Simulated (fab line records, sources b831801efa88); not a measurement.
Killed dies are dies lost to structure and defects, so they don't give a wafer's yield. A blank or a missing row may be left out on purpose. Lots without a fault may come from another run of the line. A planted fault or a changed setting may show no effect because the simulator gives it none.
fab line records | flow gf180mcu | part 2 of 2: steps 24 to 34 of 34
record lots=5 wafers=15 last_day=34
route steps=602 shown V5@560 TOP_METAL@567 PASSIVATION@587
lots that met no fault: from a run of the same line without faults
start_h: hours from the record's first day to the start of the lot's first wafer shown | wait_h: hours since the lot's step before | " the same as in the row above | L1.1+2: a row that stands for several wafers | - no value, or no start given | * or withheld: withheld | < > ~ a bound
route shown NAME@n: a module of which the file shows steps, and the number in the route of the first | usual: mean/standard deviation of fault-free wafers | same: alike in all rows | chamber/n: place in a boat | sites: the reading at each site | _std_site: their standard deviation | _edge_site: outer sites' mean less inner sites' | radius_mm: how far each site lies from the wafer's centre | mask NAME#n: copy n | behind: the tool/chamber that last shaped the wafer | hold: why the lot was held/for how many hours/how that ended | device: the transistor (n, p or np) that didn't switch | end of line: the same wafers' tests at the end of the route | a step without rows: its recipe alone | killed: dies lost to structure and defects at the first sort, not the wafer's yield | map: a wafer's dies, x killed, . not, _ none there
set.NAME: the setting as run; set.NAME@STEP: as run at that earlier step | model.NAME: the simulator's own value behind a step, which no gauge read
lots at some steps of the route; a table a step, a row a wafer
services: from which hour (start_h, from the record's first day; less than 0 if before it) a tool's chamber was out of use, for how many hours, and why
## steps
# step GF_TOP_METAL_METAL_ETCH_16
# recipe chemistry=Cl2/BCl3 mask_material=NOVOLAK target_depth_nm=1197 stop_on=SiO2 pressure_mtorr=8 icp_w=800 bias_w=140 Cl2_flow_sccm=80 bcl3_flow_sccm=40 time_s=199.5
# usual drypump_motor_current_A=5.9/0.36 oes_product_au=0.989/0.0065 throttle_valve_pct=28.232/0.0095
# columns lot.wafer tool chamber start_h wait_h drypump_motor_current_A oes_product_au rf_hours_counter_h throttle_valve_pct
L077.1 rie_metal-04 0 673.07 0.0 6.1 0.989 11 28.234
L077.2 " 1 " " 5.7 0.996 5 28.255
L077.3 " 1 " " 5.7 0.984 - 28.234
L079.2 rie_metal-02 0 695.82 0.0 6.0 0.991 12 28.224
L079.4 " 1 " " 6.2 0.986 - 28.237
L079.6 " 1 " " 6.2 0.992 - 28.234
L086.2 rie_metal-01 0 732.57 0.0 6.1 0.997 3 28.231
L086.3 " 0 " " 6.1 0.995 - 28.226
L086.6 " 0 " " 6.2 1.003 - 28.211
L093.2 rie_metal-04 0 781.15 0.0 6.1 0.991 16 28.217
L093.4 " 0 " " 6.1 0.987 - 28.239
L093.6 " 0 " " 6.1 0.995 - 28.231
L096.2 rie_metal-02 1 803.07 0.0 6.2 0.985 12 28.242
L096.4 " 1 " " 6.2 0.985 - 28.211
L096.6 " 1 " " 6.2 0.982 - 28.242
# step GF_TOP_METAL_STRIP_17
# recipe chemistry=O2/N2 power_w=1400 pressure_mtorr=1500 platen_temp_c=250 o2_flow_sccm=3000 n2_flow_sccm=300 overash_fraction=0.5
# usual drypump_motor_current_A=5.5/0.34 heater_power_w=339/44 oes_product_au=0.710/0.0043 strip_time_to_endpoint_s=12.96/0.097
# columns lot.wafer tool chamber start_h wait_h drypump_motor_current_A heater_power_w oes_product_au rf_hours_counter_h strip_time_to_endpoint_s
L077.1 plasma_asher-03 0 673.26 0.1 5.4 294 0.718 99 12.97
L077.2 " 1 " " 6.0 339 0.710 99 12.95
L077.3 " 1 " " 6.0 336 0.716 - 13.01
L079.2 plasma_asher-02 1 696.01 0.1 5.3 312 0.709 98 13.02
L079.4 " 0 " " 5.1 424 0.709 - 13.03
L079.6 " 1 " " 5.3 313 0.709 - 12.99
L086.2 plasma_asher-02 1 732.76 0.1 5.3 311 0.704 102 12.88
L086.3 " 0 " " 5.1 435 0.701 - 12.91
L086.6 " 0 " " 5.1 431 0.707 - 12.87
L093.2 plasma_asher-03 1 781.34 0.1 6.1 340 0.713 111 12.86
L093.4 " 0 " " 5.4 285 0.713 - 12.90
L093.6 " 1 " " 6.1 336 0.714 - 12.97
L096.2 plasma_asher-04 1 803.26 0.1 5.5 330 0.712 74 13.03
L096.4 " 1 " " 5.5 337 0.709 - 12.96
L096.6 " 0 " " 5.7 366 0.703 - 13.04
# step GF_TOP_METAL_STRIP_18
# recipe chemistry=post_etch_residue_remover time_s=1200 temp_c=72.5
# columns lot.wafer tool chamber start_h wait_h
L077.1+2+3 wet_bench-01 2 673.36 0.1
L079.2+4+6 wet_bench-04 2 696.11 0.1
L086.2+3+6 wet_bench-02 2 732.86 0.1
L093.2+4+6 wet_bench-01 1 781.44 0.1
L096.2+4+6 wet_bench-04 0 803.36 0.1
# step GF_TOP_METAL_CLEAN_19
# recipe chemistry=DIW dry=n2_spin
# columns lot.wafer tool chamber start_h wait_h
L077.1+2+3 wet_bench-01 1 673.73 0.0
L079.2+4+6 wet_bench-04 3 696.45 0.0
L086.2+3+6 wet_bench-01 2 733.20 0.0
L093.2+4+6 wet_bench-01 0 781.82 0.0
L096.2+4+6 wet_bench-04 3 803.70 0.0
# step GF_PASSIVATION_CVD_00
# recipe material=SiO2 target_thk_nm=1000 precursor=TEOS temp_c=400 time_s=111.95 rf_w=600
# usual heater_power_w=622/100
# columns lot.wafer tool chamber start_h wait_h heater_power_w since_wet_clean_h
L077.1 pecvd-04 1 673.83 0.0 796 707
L077.2 " 2 " " 663 707
L077.3 " 0 " " 650 707
L079.2 pecvd-01 0 696.54 0.0 674 91
L079.4 " 0 " " 523 -
L079.6 " 1 " " 561 -
L086.2 pecvd-03 1 733.30 0.0 802 350
L086.3 " 0 " " 513 350
L086.6 " 2 " " 529 -
L093.2 pecvd-03 1 781.92 0.0 783 399
L093.4 " 0 " " 501 -
L093.6 " 1 " " 841 -
L096.2 pecvd-03 1 803.79 0.0 676 421
L096.4 " 2 " " 664 -
L096.6 " 0 " " 428 -
# step GF_PASSIVATION_THK_MEAS_01
# recipe reads=SiO2_of_PASSIVATION_CVD_00
# usual PASSIVATION_CVD_00_THK=1005/14
# columns lot.wafer tool chamber start_h wait_h PASSIVATION_CVD_00_THK[nm]
L077.1 film_metro-04 - 673.91 0.0 1015
L077.2 " - " " 998
L077.3 " - " " 1005
L079.2 film_metro-04 - 696.63 0.1 997
L079.4 " - " " 1009
L079.6 " - " " 1018
L086.2 film_metro-01 - 733.39 0.0 999
L086.3 " - " " 1004
L086.6 " - " " 1007
L093.2 film_metro-04 - 782.00 0.0 998
L093.4 " - " " 1022
L093.6 " - " " 1007
L096.2 film_metro-04 - 803.88 0.0 1004
L096.4 " - " " 1025
L096.6 " - " " 1026
# step GF_PASSIVATION_CVD_02
# recipe material=Si3N4 target_thk_nm=700 time_s=486.18 temp_c=400 rf_w=450
# usual heater_power_w=681/99
# columns lot.wafer tool chamber start_h wait_h heater_power_w since_wet_clean_h
L077.1 pecvd-03 2 673.97 0.1 686 291
L077.2 " 0 " " 568 291
L077.3 " 1 " " 778 291
L079.2 pecvd-01 2 696.68 0.0 747 92
L079.4 " 0 " " 584 -
L079.6 " 1 " " 610 -
L086.2 pecvd-01 2 733.44 0.0 698 128
L086.3 " 0 " " 675 128
L086.6 " 0 " " 697 -
L093.2 pecvd-04 0 782.05 0.0 718 816
L093.4 " 1 " " 902 -
L093.6 " 0 " " 580 -
L096.2 pecvd-01 1 803.93 0.0 570 199
L096.4 " 2 " " 603 -
L096.6 " 1 " " 592 -
# step GF_PASSIVATION_THK_MEAS_03
# recipe reads=Si3N4_of_PASSIVATION_CVD_02
# usual PASSIVATION_CVD_02_THK=703/9.6
# columns lot.wafer tool chamber start_h wait_h PASSIVATION_CVD_02_THK[nm]
L077.1 film_metro-04 - 674.26 0.1 698
L077.2 " - " " 684
L077.3 " - " " 684
L079.2 film_metro-01 - 696.98 0.2 712
L079.4 " - " " 709
L079.6 " - " " 707
L086.2 film_metro-02 - 733.74 0.2 708
L086.3 " - " " 701
L086.6 " - " " 711
L093.2 film_metro-04 - 782.35 0.2 687
L093.4 " - " " 701
L093.6 " - " " 706
L096.2 film_metro-02 - 804.23 0.2 695
L096.4 " - " " 715
L096.6 " - " " 711
# step GF_PASSIVATION_DEHYDRATE_04
# recipe temp_c=200 time_s=60
# usual exhaust_pa=45.0/0.88
# columns lot.wafer tool chamber start_h wait_h exhaust_pa
L077.1 litho_track-01 0 683.05 8.8 44.8
L077.2 " 0 " " 45.6
L077.3 " 0 " " 45.5
L079.2 litho_track-04 0 705.02 8.0 44.8
L079.4 " 0 " " 45.0
L079.6 " 0 " " 45.0
L086.2 litho_track-01 0 741.42 7.7 45.7
L086.3 " 0 " " 45.2
L086.6 " 0 " " 45.9
L093.2 litho_track-01 0 789.42 7.1 44.6
L093.4 " 0 " " 44.5
L093.6 " 0 " " 44.6
L096.2 litho_track-04 0 810.61 6.4 44.5
L096.4 " 0 " " 44.6
L096.6 " 0 " " 43.8
# step GF_PASSIVATION_HMDS_05
# recipe prime_time_s=60 prime_temp_c=120
# usual exhaust_pa=44.8/0.76
# columns lot.wafer tool chamber start_h wait_h exhaust_pa
L077.1 litho_track-01 0 683.20 0.1 44.7
L077.2 " 0 " " 46.9
L077.3 " 0 " " 46.3
L079.2 litho_track-04 0 705.17 0.1 44.6
L079.4 " 0 " " 45.9
L079.6 " 0 " " 44.3
L086.2 litho_track-01 0 741.57 0.1 44.8
L086.3 " 0 " " 44.2
L086.6 " 0 " " 44.0
L093.2 litho_track-01 0 789.57 0.1 44.9
L093.4 " 0 " " 45.8
L093.6 " 0 " " 45.0
L096.2 litho_track-04 0 810.76 0.1 45.6
L096.4 " 0 " " 46.4
L096.6 " 0 " " 44.3
# step GF_PASSIVATION_COAT_06
# recipe spin_rpm=2000 resist_thk_nm=4000
# usual exhaust_pa=45.0/0.96
# columns lot.wafer tool chamber start_h wait_h exhaust_pa
L077.1 litho_track-01 0 683.35 0.1 44.3
L077.2 " 0 " " 45.5
L077.3 " 0 " " 44.4
L079.2 litho_track-04 0 705.32 0.1 45.3
L079.4 " 0 " " 44.0
L079.6 " 0 " " 45.6
L086.2 litho_track-01 0 741.72 0.1 45.0
L086.3 " 0 " " 46.1
L086.6 " 0 " " 45.0
L093.2 litho_track-01 0 789.72 0.1 45.0
L093.4 " 0 " " 43.1
L093.6 " 0 " " 44.5
L096.2 litho_track-04 0 810.91 0.1 44.8
L096.4 " 0 " " 44.2
L096.6 " 0 " " 43.5
## services
# columns tool chamber start_h hours kind
pvd_sputter-03 - 634.51 2.5 repair
cvd_w-01 0 635.22 12.0 repair
pvd_sputter-04 - 635.54 5.4 repair
rie_metal-02 - 638.39 6.5 repair
iline_stepper-01 - 643.78 2.2 repair
cvd_w-01 - 652.14 0.6 repair
iline_stepper-01 - 653.43 1.7 pm
cmp-02 - 664.20 0.4 repair
pvd_sputter-01 - 669.01 8.0 repair
rie_metal-02 - 672.20 2.8 pm
pecvd-03 - 689.20 19.0 repair
cvd_w-01 - 690.55 6.0 pm
pecvd-03 0 698.59 19.5 repair
wet_bench-01 - 704.66 2.1 repair
cvd_w-01 - 715.59 1.6 repair
cvd_w-01 - 719.83 6.9 pm
cmp-02 - 724.98 0.7 repair
wet_bench-04 - 730.64 4.1 repair
iline_stepper-01 - 747.39 9.8 repair
cmp-02 - 748.33 7.0 pm
pecvd-03 - 769.06 2.8 pm
pvd_sputter-02 - 775.93 1.1 repair
pecvd-03 - 794.58 3.4 repair
pvd_sputter-02 - 795.67 8.2 repair
